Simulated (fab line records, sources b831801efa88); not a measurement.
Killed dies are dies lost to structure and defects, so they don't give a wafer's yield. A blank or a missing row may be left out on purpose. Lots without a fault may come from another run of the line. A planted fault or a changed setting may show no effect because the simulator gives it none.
fab line records | flow sfq_line
record lots=14 wafers=41 last_day=83
route steps=325 shown M1@59 I6@266 I7@309
lots that met no fault: from a run of the same line without faults
start_h: hours from the record's first day to the start of the lot's first wafer shown | wait_h: hours since the lot's step before | " the same as in the row above | L1.1+2: a row that stands for several wafers | - no value, or no start given | * or withheld: withheld | < > ~ a bound
route shown NAME@n: a module of which the file shows steps, and the number in the route of the first | usual: mean/standard deviation of fault-free wafers | same: alike in all rows | chamber/n: place in a boat | sites: the reading at each site | _std_site: their standard deviation | _edge_site: outer sites' mean less inner sites' | radius_mm: how far each site lies from the wafer's centre | mask NAME#n: copy n | behind: the tool/chamber that last shaped the wafer | hold: why the lot was held/for how many hours/how that ended | device: the transistor (n, p or np) that didn't switch | end of line: the same wafers' tests at the end of the route | a step without rows: its recipe alone | killed: dies lost to structure and defects at the first sort, not the wafer's yield | map: a wafer's dies, x killed, . not, _ none there
set.NAME: the setting as run; set.NAME@STEP: as run at that earlier step | model.NAME: the simulator's own value behind a step, which no gauge read
steps of the route over a sample of lots; a table a step, a row a wafer
services: from which hour (start_h, from the record's first day; less than 0 if before it) a tool's chamber was out of use, for how many hours, and why
## steps
# step SFQ_TRILAYER_M1_DEP_SPUTTER_037
# recipe material=Nb base_pressure_pa=1.33e-06 chamber_pressure_pa=0.1333 substrate_temp_c=20 resputter_cathode_voltage_v=400 target_thk_nm=200 power_w=2000 time_s=133.3
# usual throttle_valve_pct=29.8/0.99
# columns lot.wafer tool chamber start_h wait_h throttle_valve_pct
L518.2 pvd_sputter-06 - 282.50 0.0 28.9
L518.4 " - " " 30.6
L518.5 " - " " 30.6
L520.3 pvd_sputter-03 - 297.32 0.0 28.7
L520.4 " - " " 30.3
L520.5 " - " " 30.5
L521.1 pvd_sputter-03 - 302.10 0.0 30.5
L521.3 " - " " 29.8
L521.4 " - " " 28.6
L522.2 pvd_sputter-04 - 309.30 0.0 30.7
L522.5 " - " " 30.6
L522.6 " - " " 30.8
L523.1 pvd_sputter-06 - 322.15 0.0 28.2
L523.2 " - " " 28.9
L523.5 " - " " 30.5
L524.2 pvd_sputter-06 - 339.03 0.0 30.7
L524.3 " - " " 28.0
L524.4 " - " " 28.8
L529.2 pvd_sputter-04 - 398.83 0.0 30.7
L529.5 " - " " 30.8
L530.2 pvd_sputter-04 - 402.41 0.0 30.8
L530.3 " - " " 30.9
L530.5 " - " " 31.0
L531.1 pvd_sputter-03 - 407.18 0.0 30.7
L531.3 " - " " 30.6
L531.4 " - " " 28.9
L535.3 pvd_sputter-06 - 432.38 0.0 28.1
L535.5 " - " " 30.4
L535.6 " - " " 28.9
L537.2 pvd_sputter-03 - 452.20 0.0 30.2
L537.3 " - " " 28.8
L537.4 " - " " 30.3
L538.3 pvd_sputter-06 - 456.38 0.0 30.1
L538.4 " - " " 28.1
L538.5 " - " " 28.1
L539.2 pvd_sputter-06 - 462.42 0.0 28.1
L539.4 " - " " 28.8
L539.5 " - " " 28.7
L541.1 pvd_sputter-04 - 481.77 0.0 30.5
L541.3 " - " " 31.1
L541.5 " - " " 30.8
# step SFQ_M1_RS_MEAS_909
# recipe thk_meas_gauge=four-point-probe reads=Nb_of_TRILAYER_M1_DEP_SPUTTER_037
# usual M1_NB_RS=0.889/0.0087
# columns lot.wafer tool chamber start_h wait_h M1_NB_RS[ohm/sq]
L518.2 film_metro-02 - 282.61 0.1 0.895
L518.4 " - " " 0.896
L518.5 " - " " 0.902
L520.3 film_metro-02 - 297.45 0.1 0.893
L520.4 " - " " 0.889
L520.5 " - " " 0.893
L521.1 film_metro-04 - 302.19 0.0 0.902
L521.3 " - " " 0.899
L521.4 " - " " 0.893
L522.2 film_metro-02 - 309.41 0.1 0.897
L522.5 " - " " 0.903
L522.6 " - " " 0.899
L523.1 film_metro-04 - 322.24 0.0 0.895
L523.2 " - " " 0.901
L523.5 " - " " 0.909
L524.2 film_metro-02 - 339.14 0.1 0.889
L524.3 " - " " 0.880
L524.4 " - " " 0.887
L529.2 film_metro-04 - 399.03 0.1 0.612
L529.5 " - " " 0.612
L530.2 film_metro-02 - 402.62 0.1 0.614
L530.3 " - " " 0.617
L530.5 " - " " 0.618
L531.1 film_metro-02 - 407.28 0.0 0.890
L531.3 " - " " 0.891
L531.4 " - " " 0.887
L535.3 film_metro-03 - 432.52 0.1 0.877
L535.5 " - " " 0.878
L535.6 " - " " 0.869
L537.2 film_metro-04 - 452.31 0.1 0.890
L537.3 " - " " 0.880
L537.4 " - " " 0.886
L538.3 film_metro-02 - 456.52 0.1 0.885
L538.4 " - " " 0.881
L538.5 " - " " 0.885
L539.2 film_metro-02 - 462.53 0.1 0.885
L539.4 " - " " 0.880
L539.5 " - " " 0.878
L541.1 film_metro-02 - 481.86 0.0 0.889
L541.3 " - " " 0.886
L541.5 " - " " 0.885
# step SFQ_M1_OVL_MEAS_911
# usual M1_OVL=-3/6
# columns lot.wafer tool chamber start_h wait_h M1_OVL[nm]
L518.2 overlay-02 - 388.20 0.1 -15
L518.4 " - " " -9
L518.5 " - " " -14
L520.3 overlay-01 - 408.60 0.1 -1
L520.4 " - " " 1
L520.5 " - " " 9
L521.1 overlay-02 - 414.59 0.1 -2
L521.3 " - " " -7
L521.4 " - " " 2
L522.2 overlay-01 - 426.60 0.1 1
L522.5 " - " " 6
L522.6 " - " " 5
L523.1 overlay-01 - 439.79 0.1 -1
L523.2 " - " " -3
L523.5 " - " " -1
L524.2 overlay-01 - 459.00 0.1 2
L524.3 " - " " 1
L524.4 " - " " 2
L529.2 overlay-01 - 535.63 0.1 -3
L529.5 " - " " -3
L530.2 overlay-01 - 541.72 0.1 -5
L530.3 " - " " -11
L530.5 " - " " -8
L531.1 overlay-01 - 546.42 0.1 -1
L531.3 " - " " -3
L531.4 " - " " -3
L535.3 overlay-01 - 577.44 0.1 1
L535.5 " - " " 1
L535.6 " - " " -2
L537.2 overlay-01 - 600.23 0.1 -7
L537.3 " - " " 0
L537.4 " - " " -8
L538.3 overlay-02 - 606.24 0.1 -7
L538.4 " - " " -8
L538.5 " - " " -16
L539.2 overlay-01 - 614.80 0.1 -1
L539.4 " - " " 0
L539.5 " - " " -4
L541.1 overlay-02 - 635.20 0.1 -2
L541.3 " - " " -12
L541.5 " - " " -2
# step SFQ_TRILAYER_M1_ETCH_METAL_ETCH_042
# recipe target=Nb stop_on=SiO2 mask_material=PR chemistry=Cl2/Ar target_depth_nm=240 icp_w=600 bias_w=80 pressure_mtorr=10 time_s=120
# usual drypump_motor_current_A=5.3/0.34 oes_product_au=0.895/0.0069
# columns lot.wafer tool chamber start_h wait_h drypump_motor_current_A oes_product_au rf_hours_counter_h
L518.2 rie_metal-04 0 388.29 0.0 5.0 0.894 148
L518.4 " 1 " " 5.5 0.890 -
L518.5 " 1 " " 5.5 0.887 -
L520.3 rie_metal-01 0 408.73 0.1 5.2 0.893 -
L520.4 " 1 " " 5.6 0.895 -
L520.5 " 1 " " 5.6 0.892 -
L521.1 rie_metal-03 0 414.69 0.0 4.8 0.894 21
L521.3 " 0 " " 4.8 0.885 -
L521.4 " 1 " " 5.7 0.890 -
L522.2 rie_metal-03 1 426.69 0.0 5.8 0.887 64
L522.5 " 1 " " 5.8 0.887 -
L522.6 " 0 " " 4.8 0.888 -
L523.1 rie_metal-04 1 439.89 0.0 5.4 0.884 3
L523.2 " 0 " " 5.0 0.879 163
L523.5 " 0 " " 5.0 0.890 -
L524.2 rie_metal-03 0 459.09 0.0 4.8 0.889 31
L524.3 " 0 " " 4.8 0.903 -
L524.4 " 1 " " 5.8 0.894 -
L529.2 rie_metal-01 1 535.72 0.0 5.6 1.000 108
L529.5 " 1 " " 5.6 0.999 -
L530.2 rie_metal-03 0 541.81 0.0 4.8 1.011 46
L530.3 " 1 " " 5.8 1.006 -
L530.5 " 0 " " 4.8 1.005 -
L531.1 rie_metal-01 0 546.52 0.0 5.2 0.903 133
L531.3 " 1 " " 5.6 0.892 -
L531.4 " 0 " " 5.2 0.897 -
L535.3 rie_metal-03 1 577.56 0.1 5.7 0.901 -
L535.5 " 0 " " 4.8 0.903 -
L535.6 " 1 " " 5.7 0.906 -
L537.2 rie_metal-03 1 600.32 0.0 5.7 0.894 97
L537.3 " 1 " " 5.7 0.906 -
L537.4 " 0 " " 4.8 0.896 -
L538.3 rie_metal-04 0 606.36 0.1 5.0 0.898 -
L538.4 " 1 " " 5.4 0.900 -
L538.5 " 1 " " 5.4 0.904 -
L539.2 rie_metal-01 0 614.89 0.0 5.2 0.893 145
L539.4 " 0 " " 5.2 0.899 -
L539.5 " 0 " " 5.2 0.910 -
L541.1 rie_metal-04 0 635.29 0.0 5.1 0.895 14
L541.3 " 0 " " 5.0 0.903 -
L541.5 " 1 " " 5.4 0.892 -
# step SFQ_TRILAYER_I6_DEP_PECVD_165
# recipe material=SiO2 temp_c=150 time_s=111.11 pressure_torr=2.4 rf_w=183.3 precursor=SiH4/N2O target_thk_nm=500
# usual chamber_pressure_Torr=2.400/0.0055 heater_power_w=85/11 throttle_valve_pct=23.9/1.5
# columns lot.wafer tool chamber start_h wait_h chamber_pressure_Torr heater_power_w throttle_valve_pct
L518.2 pecvd-04 2 1486.98 0.0 2.400 68 21.9
L518.4 " 0 " " 2.398 91 22.5
L518.5 " 1 " " 2.397 100 23.6
L520.3 pecvd-03 1 1493.08 0.0 2.400 89 24.6
L520.4 " 1 " " 2.399 93 24.5
L520.5 " 0 " " 2.400 77 25.1
L521.1 pecvd-03 0 1497.88 0.0 2.398 76 25.1
L521.3 " 2 " " 2.400 76 24.9
L521.4 " 2 " " 2.397 81 24.9
L522.2 pecvd-03 0 1514.64 0.0 2.398 75 25.5
L522.5 " 1 " " 2.407 93 24.5
L522.6 " 0 " " 2.399 79 25.6
L523.1 pecvd-04 2 1518.43 0.0 2.400 72 21.9
L523.2 " 0 " " 2.398 79 22.6
L523.5 " 0 " " 2.405 83 22.7
L524.2 pecvd-03 2 1531.70 0.0 2.410 85 25.3
L524.3 " 0 " " 2.401 79 25.5
L524.4 " 1 " " 2.397 101 24.6
L529.2 pecvd-03 1 1753.50 0.0 2.398 89 25.1
L529.5 " 2 " " 2.399 86 25.5
L530.2 pecvd-02 0 1772.51 0.0 2.406 82 22.7
L530.3 " 1 " " 2.404 82 22.1
L530.5 " 0 " " 2.405 86 22.6
L531.1 pecvd-04 0 1779.71 0.0 2.404 84 23.3
L531.3 " 1 " " 2.396 97 25.3
L531.4 " 2 " " 2.389 74 22.4
L535.3 pecvd-04 1 1789.31 0.0 2.396 95 25.3
L535.5 " 1 " " 2.399 104 25.0
L535.6 " 2 " " 2.404 69 22.5
L537.2 pecvd-04 0 1805.04 0.0 2.400 81 23.2
L537.3 " 1 " " 2.401 103 25.0
L537.4 " 2 " " 2.395 63 22.4
L538.3 pecvd-02 0 1807.44 0.0 2.408 93 23.2
L538.4 " 0 " " 2.389 95 23.1
L538.5 " 1 " " 2.405 72 22.1
L539.2 pecvd-02 1 1813.02 0.0 2.398 86 21.9
L539.4 " 2 " " 2.409 81 21.6
L539.5 " 0 " " 2.404 81 23.3
L541.1 pecvd-04 2 1814.64 0.0 2.398 65 22.3
L541.3 " 0 " " 2.401 81 23.4
L541.5 " 0 " " 2.396 86 23.3
# step SFQ_TRILAYER_I7_VIA_STRIP_STRIP_191
# recipe gas=O2 power_w=200 platen_temp_c=40 overash_fraction=0.65 chemistry=O2 pressure_mtorr=49.01
# usual drypump_motor_current_A=5.3/0.35 oes_product_au=1.005/0.0067
# columns lot.wafer tool chamber start_h wait_h drypump_motor_current_A oes_product_au rf_hours_counter_h
L518.2 rie_metal-01 1 1618.54 - 5.6 1.011 107
L518.4 " 0 " " 5.2 1.001 -
L518.5 " 0 " " 5.2 1.003 -
L520.3 rie_metal-01 0 1631.94 - 5.2 1.006 -
L520.4 " 1 " " 5.6 1.011 -
L520.5 " 1 " " 5.6 1.002 -
L521.1 rie_metal-04 0 1643.74 - 5.1 1.001 13
L521.3 " 0 " " 5.1 0.992 -
L521.4 " 1 " " 5.5 0.999 -
L522.2 rie_metal-04 0 1654.09 - 5.0 0.996 15
L522.5 " 0 " " 5.0 0.992 -
L522.6 " 1 " " 5.5 1.001 -
L523.1 rie_metal-04 0 1658.89 - 5.0 1.009 16
L523.2 " 1 " " 5.4 0.996 37
L523.5 " 0 " " 5.0 1.004 -
L524.2 rie_metal-01 0 1670.10 - 5.2 0.990 -
L524.3 " 0 " " 5.2 0.999 -
L524.4 " 0 " " 5.2 1.006 -
L529.2 rie_metal-01 1 1861.88 - 5.6 1.003 3
L529.5 " 0 " " 5.2 1.009 -
L530.2 rie_metal-01 1 1873.99 - 5.6 0.984 6
L530.3 " 0 " " 5.2 1.008 -
L530.5 " 1 " " 5.7 1.007 -
L531.1 rie_metal-01 0 1878.79 - 5.2 1.003 21
L531.3 " 1 " " 5.6 1.008 -
L531.4 " 0 " " 5.2 1.000 -
L535.3 rie_metal-03 0 1890.24 - 4.8 1.007 -
L535.5 " 0 " " 4.8 1.017 -
L535.6 " 1 " " 5.7 1.020 -
L537.2 rie_metal-01 1 1911.18 - 5.6 1.000 13
L537.3 " 1 " " 5.6 1.005 -
L537.4 " 0 " " 5.2 1.011 -
L538.3 rie_metal-04 0 1915.04 - 5.1 0.999 -
L538.4 " 1 " " 5.4 0.997 -
L538.5 " 1 " " 5.5 1.003 -
L539.2 rie_metal-03 1 1918.38 - 5.7 1.009 125
L539.4 " 0 " " 4.8 1.003 -
L539.5 " 1 " " 5.7 1.011 -
L541.1 rie_metal-03 1 1923.34 - 5.7 1.009 126
L541.3 " 1 " " 5.7 1.011 -
L541.5 " 0 " " 4.8 1.009 -
## services
# columns tool chamber start_h hours kind
rie_metal-04 - 306.02 0.2 repair
rie_metal-01 - 351.33 2.8 pm
rie_metal-01 - 427.14 14.6 pm
rie_metal-01 0 443.13 12.8 repair
rie_metal-04 1 461.52 3.9 repair
rie_metal-01 0 509.01 4.1 repair
rie_metal-03 - 749.91 2.8 pm
rie_metal-04 - 810.85 1.4 pm
rie_metal-04 - 816.94 14.6 pm
rie_metal-03 1 855.43 5.3 repair
rie_metal-04 - 1063.70 2.8 pm
rie_metal-01 - 1113.81 1.4 pm
rie_metal-03 - 1297.34 1.4 pm
rie_metal-03 0 1348.24 17.1 repair
rie_metal-01 - 1385.74 0.7 repair
rie_metal-04 0 1428.00 5.0 repair
rie_metal-01 - 1451.33 2.8 pm
rie_metal-03 1 1452.89 24.2 repair
rie_metal-03 0 1597.24 9.7 repair
rie_metal-01 1 1636.51 52.3 repair
rie_metal-04 1 1728.02 7.1 repair
rie_metal-04 0 1818.00 20.7 repair
rie_metal-03 - 1849.91 2.8 pm
rie_metal-03 1 1909.99 4.0 repair
## key
first_sign step=SFQ_M1_RS_MEAS_909 reading=M1_NB_RS direction=down sigmas=32 usual=0.889 struck=0.614
effect step=SFQ_TRILAYER_M1_ETCH_METAL_ETCH_042 reading=oes_product_au direction=up sigmas=16 usual=0.895 struck=1.004
met_at SFQ_TRILAYER_M1_DEP_SPUTTER_037
struck_lots L529,L530
not_acting_at SFQ_M1_OVL_MEAS_911,SFQ_TRILAYER_I6_DEP_PECVD_165,SFQ_TRILAYER_I7_VIA_STRIP_STRIP_191
onset_between 309.30 398.83
fault kind=process_parameter_drift tool=pvd_sputter-04 chamber=- onset_h=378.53 steps=SFQ_TRILAYER_M1_DEP_SPUTTER_037 channel=target_thk_nm offset=87.82 shape=step end_h=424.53 acts_in=these_recipes_only stated=200
